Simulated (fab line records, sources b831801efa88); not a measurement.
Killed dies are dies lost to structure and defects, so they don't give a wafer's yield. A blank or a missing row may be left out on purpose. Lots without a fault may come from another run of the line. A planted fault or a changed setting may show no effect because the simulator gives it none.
Problem report in the 8D (eight disciplines) form, filled by code | flow sky130 | the parts of the form that need people (team, actions taken, sign-off) are left out

1. THE PROBLEM
SD_N_RS at SKY_SD_N_RS_MEAS_16 reads a mean of 70.96 ohm/sq on 6 wafers of 2 lots; wafers without a fault read 68.51 ohm/sq with a standard deviation of 0.1. That is +25 standard deviations from the usual mean.
The step: measures by four-point-probe.
First seen on wafer L251.1, day 33 20:11, on film_metro-04. The record holds 33 wafers of 11 lots with a number at this step. Rule for "out", or "out of limits": more than 4 standard deviations from the usual mean. The other wafers with a number count as sound.

2. WHAT IT IS AND WHAT IT IS NOT
question                    | is                           | is not
which readings at this step | SD_N_RS                      | -
which lots                  | L251, L252                   | L235, L238, L239, L240, L246, L253, L255, L256, L257
which wafers of those lots  | all that have a number       | -
read on which gauges        | film_metro-02, film_metro-04 | film_metro-03
when                        | from day 33 20:11            | up to then (15 sound wafers); but 12 sound wafers of L253, L255, L256, L257 came after

3. SUSPECTS, AND WHAT RULES EACH OUT
Counting: a tool at a process step up to the reading stays a suspect if it ran every lot that is out and no sound lot after the first of them.
- the gauge at SKY_SD_N_RS_MEAS_16: ruled out. The wafers that are out were read on 2 gauges (film_metro-02, film_metro-04).
- implanter-01 at SKY_SD_N_IMPLANT_09: kept. It ran every lot that is out, first L251 (day 33 19:29), and no sound lot after that; its last sound lot up to then is L238 (day 30 03:04). Its own readings are out on those wafers: beam_on_s, faraday_current_uA.
Left after counting: implanter-01 at SKY_SD_N_IMPLANT_09.

4. THE CAUSE (what the simulator had put in)
Process parameter drift: implanter-01, from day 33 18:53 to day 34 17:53, at SKY_SD_N_IMPLANT_09. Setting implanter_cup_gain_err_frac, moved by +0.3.
Counting left only this tool.

5. THE CHAIN OF EFFECTS, in route order
Each row: a reading whose mean over the struck wafers that have a number lies more than 3 standard deviations from the usual. Only readings for which the record gives a usual standard deviation are gone through. hours: the time from each lot's start at the first step in this table that gives one to its start at this step, as a median over the lots. sigmas: the change in usual standard deviations.
hours | step                | reading                  | usual        | on struck wafers | change | sigmas
0     | SKY_SD_N_IMPLANT_09 | beam_on_s                | 19.1 s       | 15.0             | -4.1   | -7.0
0     | SKY_SD_N_IMPLANT_09 | faraday_current_uA       | 11520        | 14614            | +3094  | +9.1
0     | SKY_SD_N_STRIP_11   | strip_time_to_endpoint_s | 22.55 s      | 21.56            | -0.99  | -22
1     | SKY_SD_N_RS_MEAS_16 | SD_N_RS                  | 68.51 ohm/sq | 70.96            | +2.45  | +25
The process steps in it:
- SKY_SD_N_IMPLANT_09
- SKY_SD_N_STRIP_11: strips in O2/N2.
Later measuring or inspecting steps at which every struck wafer that the step has a row for has a number for every such reading, and none has moved that far: SKY_SD_N_RS_MEAS_17.

6. WHAT WOULD HAVE CAUGHT IT SOONER
In this record the first reading out of limits at a measuring or inspecting step was taken at day 33 20:11, 1 hour after the fault began at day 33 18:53.
The tool's own readings at SKY_SD_N_IMPLANT_09 were out on every struck wafer that the step has a row for (beam_on_s, faraday_current_uA): an alarm limit on them would have fired on the first of those.
Of the lots that are out (2), L252 began SKY_SD_N_IMPLANT_09 on implanter-01 after day 33 20:11. A hold on the tool at that time would have spared it.
